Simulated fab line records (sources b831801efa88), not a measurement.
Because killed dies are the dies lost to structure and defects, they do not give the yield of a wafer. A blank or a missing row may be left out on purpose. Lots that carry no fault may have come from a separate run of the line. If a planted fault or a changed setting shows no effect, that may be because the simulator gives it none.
The tool behind it: which one?    flow gf180mcu    24 lots, 72 wafers sampled, at 5 steps of a route of 602

## WHAT EACH GAUGE READ, for each wafer
GF_SALICIDE_THK_MEAS_05: measures by xrf. Usual: SALICIDE_TIN_THK gives 19.66 nm (standard deviation 0.24).
lot   measured      on            SALICIDE_TIN_THK (nm)  flag
L074  day 15 06:53  filmMetro-01  19.64 19.35 19.66      
L075  day 15 11:28  filmMetro-01  19.79 19.72 19.84      
L076  day 15 19:01  filmMetro-03  19.48 19.53 19.21      
L077  day 16 07:34  filmMetro-01  19.71 19.67 19.71      
L078  day 16 13:32  filmMetro-04  19.61 19.70 19.64      
L079  day 16 22:14  filmMetro-04  19.51 19.82 19.65      
L080  day 17 04:56  filmMetro-04  19.49 19.28 19.34      
L081  day 17 14:13  filmMetro-03  19.35 19.32 19.23      
L082  day 18 00:50  filmMetro-03  19.67 19.54 19.72      
L083  day 18 14:35  filmMetro-01  19.68 19.96 20.11      
L084  day 18 19:40  filmMetro-03  20.00 19.94 20.06      
L085  day 19 07:35  filmMetro-01  19.24 19.45 19.25      
L086  day 19 12:28  filmMetro-04  19.41 19.33 19.10      
L087  day 19 22:30  filmMetro-04  19.90 19.81 19.49      
L088  day 20 03:31  filmMetro-03  19.46 19.46 19.51      
L089  day 20 11:40  filmMetro-04  19.88 19.55 19.64      
L090  day 20 19:53  filmMetro-01  19.79 19.64 19.71      
L091  day 21 10:36  filmMetro-04  19.56 19.40 19.90      
L092  day 21 13:38  filmMetro-04  19.74 19.70 19.53      
L093  day 22 01:46  filmMetro-01  19.85 19.79 19.68      
L094  day 22 07:10  filmMetro-01  19.74 19.84 19.77      
L095  day 22 15:49  filmMetro-01  19.89 20.00 20.17      
L096  day 22 20:02  filmMetro-03  19.66 19.52 19.57      
L097  day 23 09:43  filmMetro-04  19.86 20.10 20.03      

GF_CONTACT_CD_MEAS_14 targets a cd of 220 nm. Usual: cdNm at 220.0 nm, with a standard deviation of 1.3.
lot   measured      on        cdNm (nm)          flag
L074  day 16 05:55  cdSem-01  222.9 220.9 223.6  
L075  day 16 09:49  cdSem-01  220.0 219.4 219.8  
L076  day 16 17:51  cdSem-01  219.6 220.8 218.4  
L077  day 17 07:15  cdSem-02  218.4 219.1 218.4  
L078  day 17 13:20  cdSem-01  222.4 220.7 220.2  
L079  day 17 22:39  cdSem-01  220.4 220.2 219.9  
L080  day 18 05:22  cdSem-01  219.4 219.7 219.8  
L081  day 18 14:35  cdSem-02  220.4 220.0 219.5  
L082  day 19 01:39  cdSem-02  219.9 219.9 220.4  
L083  day 19 15:53  cdSem-01  220.0 221.0 220.6  
L084  day 19 20:43  cdSem-01  219.3 218.9 220.2  
L085  day 20 08:59  cdSem-02  217.2 216.8 218.6  
L086  day 20 13:41  cdSem-01  220.3 218.6 217.9  
L087  day 20 23:34  cdSem-02  222.1 222.7 221.4  
L088  day 21 04:22  cdSem-01  219.3 219.4 220.6  
L089  day 21 12:03  cdSem-01  220.6 220.7 219.4  
L090  day 21 20:22  cdSem-02  220.5 220.8 220.5  
L091  day 22 11:28  cdSem-02  219.5 219.9 220.8  
L092  day 22 14:01  cdSem-01  221.3 222.5 222.4  
L093  day 23 01:36  cdSem-01  219.4 219.0 219.6  
L094  day 23 07:06  cdSem-01  219.1 218.3 218.9  
L095  day 23 15:52  cdSem-02  217.2 218.2 218.3  
L096  day 23 19:04  cdSem-01  220.2 220.4 220.0  
L097  day 24 09:17  cdSem-02  222.7 221.0 221.5  

GF_V2_OVL_MEAS_15. Usual: V2_OVL gives -2 nm (standard deviation 5.6).
lot   measured      on          V2_OVL (nm)  flag
L074  day 20 10:13  overlay-01  -6 -4 -3     
L075  day 20 15:22  overlay-02  3 2 6        
L076  day 20 23:52  overlay-02  -1 -3 1      
L077  day 21 13:02  overlay-02  -2 -2 -9     
L078  day 21 20:04  overlay-02  6 1 1        
L079  day 22 05:37  overlay-02  -4 4 0       
L080  day 22 11:43  overlay-02  6 1 5        
L081  day 22 21:46  overlay-02  -1 -2 0      
L082  day 23 06:50  overlay-01  -13 -9 -9    
L083  day 23 20:25  overlay-01  -5 -2 -5     
L084  day 24 00:23  overlay-02  1 -2 -2      
L085  day 24 12:19  overlay-01  -3 -11 -5    
L086  day 24 16:07  overlay-02  -3 -4 -6     
L087  day 24 23:58  overlay-02  2 10 7       
L088  day 25 06:13  overlay-02  -3 -3 5      
L089  day 25 12:52  overlay-01  -12 -7 -10   
L090  day 25 20:05  overlay-01  10 8 12      
L091  day 26 09:54  overlay-01  -5 -3 -9     
L092  day 26 12:28  overlay-02  3 1 -1       
L093  day 26 22:19  overlay-02  -11 -10 -13  
L094  day 27 04:10  overlay-01  -8 -12 -5    
L095  day 27 10:21  overlay-02  -7 -4 -3     
L096  day 27 13:19  overlay-02  11 5 -4      
L097  day 28 04:27  overlay-01  -4 -2 -10    

GF_M3_CD_MEAS_14 targets a cd of 280 nm. Usual: cdNm at 280.3 nm, with a standard deviation of 1.
lot   measured      on        cdNm (nm)          flag
L074  day 21 11:22  cdSem-02  281.6 280.4 281.7  
L075  day 21 16:36  cdSem-02  279.8 279.2 280.2  
L076  day 22 01:31  cdSem-01  281.9 281.5 281.5  
L077  day 22 14:06  cdSem-02  280.1 280.9 280.4  
L078  day 22 21:13  cdSem-02  280.8 280.6 279.1  
L079  day 23 06:09  cdSem-01  279.9 280.8 280.5  
L080  day 23 12:16  cdSem-01  281.0 279.5 278.9  
L081  day 23 22:15  cdSem-02  279.6 279.1 279.6  
L082  day 24 07:00  cdSem-02  279.3 280.4 280.3  
L083  day 24 20:28  cdSem-01  279.5 280.4 279.0  
L084  day 24 23:37  cdSem-02  279.8 278.9 279.4  
L085  day 25 11:45  cdSem-01  278.8 279.0 279.3  
L086  day 25 15:28  cdSem-02  279.6 281.0 279.5  
L087  day 25 23:12  cdSem-02  280.5 280.7 281.2  
L088  day 26 04:24  cdSem-02  279.7 279.9 280.2  
L089  day 26 11:15  cdSem-02  281.4 282.5 281.8  
L090  day 26 17:46  cdSem-01  278.7 278.9 280.3  
L091  day 27 08:09  cdSem-02  279.9 281.3 281.3  
L092  day 27 10:40  cdSem-01  281.9 281.3 280.4  
L093  day 27 20:34  cdSem-01  279.6 279.4 279.4  
L094  day 28 01:51  cdSem-01  280.5 279.0 280.8  
L095  day 28 07:43  cdSem-02  282.0 279.8 281.7  
L096  day 28 10:16  cdSem-01  281.0 279.9 279.8  
L097  day 29 01:54  cdSem-02  279.5 280.6 279.9  

GF_V3_CD_MEAS_14 targets a cd of 260 nm. Usual: cdNm at 260.0 nm, with a standard deviation of 1.3.
lot   measured      on        cdNm (nm)          flag
L074  day 22 12:15  cdSem-01  261.6 262.3 261.1  
L075  day 22 17:42  cdSem-01  259.2 260.1 258.6  
L076  day 23 02:12  cdSem-01  259.9 259.4 258.9  
L077  day 23 14:11  cdSem-02  260.3 261.4 262.1  
L078  day 23 20:58  cdSem-01  259.3 259.1 258.6  
L079  day 24 06:22  cdSem-02  259.7 259.0 259.8  
L080  day 24 11:41  cdSem-01  260.6 259.7 260.7  
L081  day 24 21:20  cdSem-01  257.3 257.5 258.5  
L082  day 25 06:28  cdSem-02  259.2 259.4 259.5  
L083  day 25 18:40  cdSem-02  260.9 260.6 260.1  
L084  day 25 22:25  cdSem-02  262.1 262.1 260.8  
L085  day 26 10:08  cdSem-02  259.7 260.7 259.5  
L086  day 26 14:05  cdSem-02  259.6 259.4 261.3  
L087  day 26 20:51  cdSem-02  260.4 259.3 259.9  
L088  day 27 02:03  cdSem-02  260.0 261.4 262.2  
L089  day 27 10:03  cdSem-02  260.1 259.9 260.9  
L090  day 27 15:47  cdSem-01  260.0 259.6 260.4  
L091  day 28 04:55  cdSem-02  259.5 259.6 259.4  
L092  day 28 07:37  cdSem-01  256.9 258.2 258.8  
L093  day 28 17:48  cdSem-01  259.2 257.5 260.2  
L094  day 28 23:05  cdSem-01  259.6 260.5 259.8  
L095  day 29 04:03  cdSem-02  262.0 262.6 262.1  
L096  day 29 08:18  cdSem-02  260.5 260.4 261.2  
L097  day 29 22:02  cdSem-02  260.8 259.9 259.0  

## TOOL THAT RAN EACH LOT (tool first, then ch and the chambers of the sampled wafers, then the start)
The record shows no process step preceding these readings.

## AS READ BY THE TOOLS THEMSELVES (means over the sampled wafers that have a number; for cases with no such wafer, the mark the record gives instead)
The record holds no such reading with a usual standard deviation.

## THE ANSWER, worked out from the rows above alone
Rule: a lot counts as off when the mean over its wafers that have a number is more than 3 standard deviations away from the usual mean. Also off: a lot with no number at a reading for which 4 or more lots have one. The other lots that the step has rows for count as sound. After the gauges, taken in route order, come the tools' own readings; for these a lot's mean is taken, as printed above. At the first step where some lot is off, the reading lying furthest off is the one used; lots without a number count as furthest.
No lot is off at any reading shown: from this, nothing can be told.

## WHAT WAS PUT IN BY THE SIMULATOR
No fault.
